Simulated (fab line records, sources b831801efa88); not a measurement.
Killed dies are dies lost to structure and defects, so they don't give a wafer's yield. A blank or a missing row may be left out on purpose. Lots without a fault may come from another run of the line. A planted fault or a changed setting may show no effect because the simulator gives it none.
A struck lot beside a sound one | flow sky130 | 28 steps out of a route of 708
Sound: wafers L532.1, L532.2, L532.6. Struck: wafers L540.4, L540.5, L540.6. The cause comes at the end.
At each step with rows: each side's tool, then ch and its chambers, then its first start. Under that, the readings that differ: sound wafers | struck wafers | difference of the means | sigmas: that difference in standard deviations of wafers without a fault.
alike: readings whose means differ by less than 2 such deviations, and words and numbers that are the same on both sides. not compared: withheld readings, readings that some wafer has no value for, bounds like >300 that may hide the same value, and numbers for which the record gives no deviation and whose values overlap.
The two part at a step that has a row with sigmas, a row that says differs or no value, or rows on one side only. Numbers that don't overlap but have no deviation are shown without sigmas and don't part them. A reading that every wafer of one side lacks parts them only if that side has two wafers or more.

first, 1 step without rows for these wafers: SKY_VT_ADJUST_HVTR_IMPLANT_09.
SKY_VT_ADJUST_HVTR_STRIP_10: strips in O2/N2.
  sound on plasma_asher-03 ch 0,1, day 13 01:20; struck on plasma_asher-02 ch 0,1, day 15 13:41
  reading                     | sound       | struck      | difference | sigmas
  drypump_motor_current_A (A) | 6.4 6.4 6.4 | 5.5 6.0 5.5 | -0.7       | -2
  alike: chamber_pressure_mTorr, oes_product_au, strip_time_to_endpoint_s
  not compared: rf_hours_counter_h
SKY_VT_ADJUST_HVTR_TW_MEAS_11:
  sound on film_metro-03, day 13 01:26; struck on film_metro-01, day 15 13:47
  alike: VT_ADJUST_HVTR_TW
then, 7 steps without rows for these wafers: SKY_VT_ADJUST_PCH_DEHYDRATE_00 (time 60 s); SKY_VT_ADJUST_PCH_HMDS_01 (prime time 60 s); SKY_VT_ADJUST_PCH_COAT_02 (resist thk 3000 nm); SKY_VT_ADJUST_PCH_SOFTBAKE_03; SKY_VT_ADJUST_PCH_EXPOSE_04 (exposes mask NWM, target cd 840 nm); SKY_VT_ADJUST_PCH_PEB_05; SKY_VT_ADJUST_PCH_DEVELOP_06 (develop time 60 s).
SKY_VT_ADJUST_PCH_OVL_MEAS_07:
  sound on overlay-02, day 14 02:41; struck on overlay-02, day 16 17:57
  alike: VT_ADJUST_PCH_OVL
then, 1 step without rows for these wafers: SKY_VT_ADJUST_PCH_IMPLANT_08.
SKY_VT_ADJUST_PCH_STRIP_09: strips in O2/N2.
  sound on plasma_asher-02 ch 0,1, day 14 02:52; struck on plasma_asher-03 ch 0,1, day 16 18:09
  no value came back on the struck wafers for chamber_pressure_mTorr (mTorr), drypump_motor_current_A (A), oes_product_au (a.u.), strip_time_to_endpoint_s (s); on the sound wafers chamber_pressure_mTorr (mTorr) reads 1501.5 1499.3 1501.7
  reading                                         | sound | struck         | difference | sigmas
  model.coat_of_VT_ADJUST_PCH_COAT_02.thk_nm (nm) | 0 0 0 | 2993 3000 2995 | +2996      |
  not compared: rf_hours_counter_h
SKY_VT_ADJUST_PCH_TW_MEAS_10:
  sound on film_metro-04, day 14 02:58; struck on film_metro-01, day 16 18:15
  reading          | sound             | struck            | difference | sigmas
  VT_ADJUST_PCH_TW | 141.9 141.2 141.5 | 143.1 144.0 142.3 | +1.6       | +2
then, 7 steps without rows for these wafers: SKY_SONOS_TUNNEL_DEHYDRATE_00 (time 60 s); SKY_SONOS_TUNNEL_HMDS_01 (prime time 60 s); SKY_SONOS_TUNNEL_COAT_02 (resist thk 1140 nm); SKY_SONOS_TUNNEL_SOFTBAKE_03 (time 60 s); SKY_SONOS_TUNNEL_EXPOSE_04 (exposes mask TUNM, target cd 410 nm); SKY_SONOS_TUNNEL_PEB_05; SKY_SONOS_TUNNEL_DEVELOP_06 (develop time 60 s).
SKY_SONOS_TUNNEL_CD_MEAS_07: target cd 410 nm.
  sound on cd_sem-02, day 15 05:17; struck on cd_sem-01, day 17 23:38
  alike: cd_nm
SKY_SONOS_TUNNEL_OVL_MEAS_08:
  sound on overlay-01, day 15 05:24; struck on overlay-02, day 17 23:43
  alike: SONOS_TUNNEL_OVL
then, 2 steps without rows for these wafers: SKY_SONOS_TUNNEL_IMPLANT_09; SKY_SONOS_TUNNEL_WET_ETCH_10 (etches SiO2 in dHF, target depth 14 nm, time 280 s).
SKY_SONOS_TUNNEL_STRIP_11: strips in SPM, time 600 s.
  sound on wet_bench-04 ch 0, day 15 05:47; struck on wet_bench-03 ch 2, day 17 23:58
  reading                                           | sound | struck         | difference | sigmas
  model.NOVOLAK_of_SONOS_TUNNEL_COAT_02.thk_nm (nm) | 0 0 0 | 1138 1138 1141 | +1139      |
  alike: bath_guard_temp_C, bath_heat_duty_pct
SKY_SONOS_TUNNEL_TW_MEAS_12:
  sound on film_metro-02, day 15 05:59; struck on film_metro-02, day 18 00:25
  reading         | sound             | struck         | difference | sigmas
  SONOS_TUNNEL_TW | 197.1 196.5 196.5 | 30.0 29.9 29.9 | -166.8     | -99 or more
  not compared: hold
then, 1 step without rows for these wafers: SKY_PAD_OPEN_PROBE_99.

WHERE THEY PART
First at SKY_VT_ADJUST_HVTR_STRIP_10; last, within this record, at SKY_SONOS_TUNNEL_TW_MEAS_12.

WHY: what the simulator had put in
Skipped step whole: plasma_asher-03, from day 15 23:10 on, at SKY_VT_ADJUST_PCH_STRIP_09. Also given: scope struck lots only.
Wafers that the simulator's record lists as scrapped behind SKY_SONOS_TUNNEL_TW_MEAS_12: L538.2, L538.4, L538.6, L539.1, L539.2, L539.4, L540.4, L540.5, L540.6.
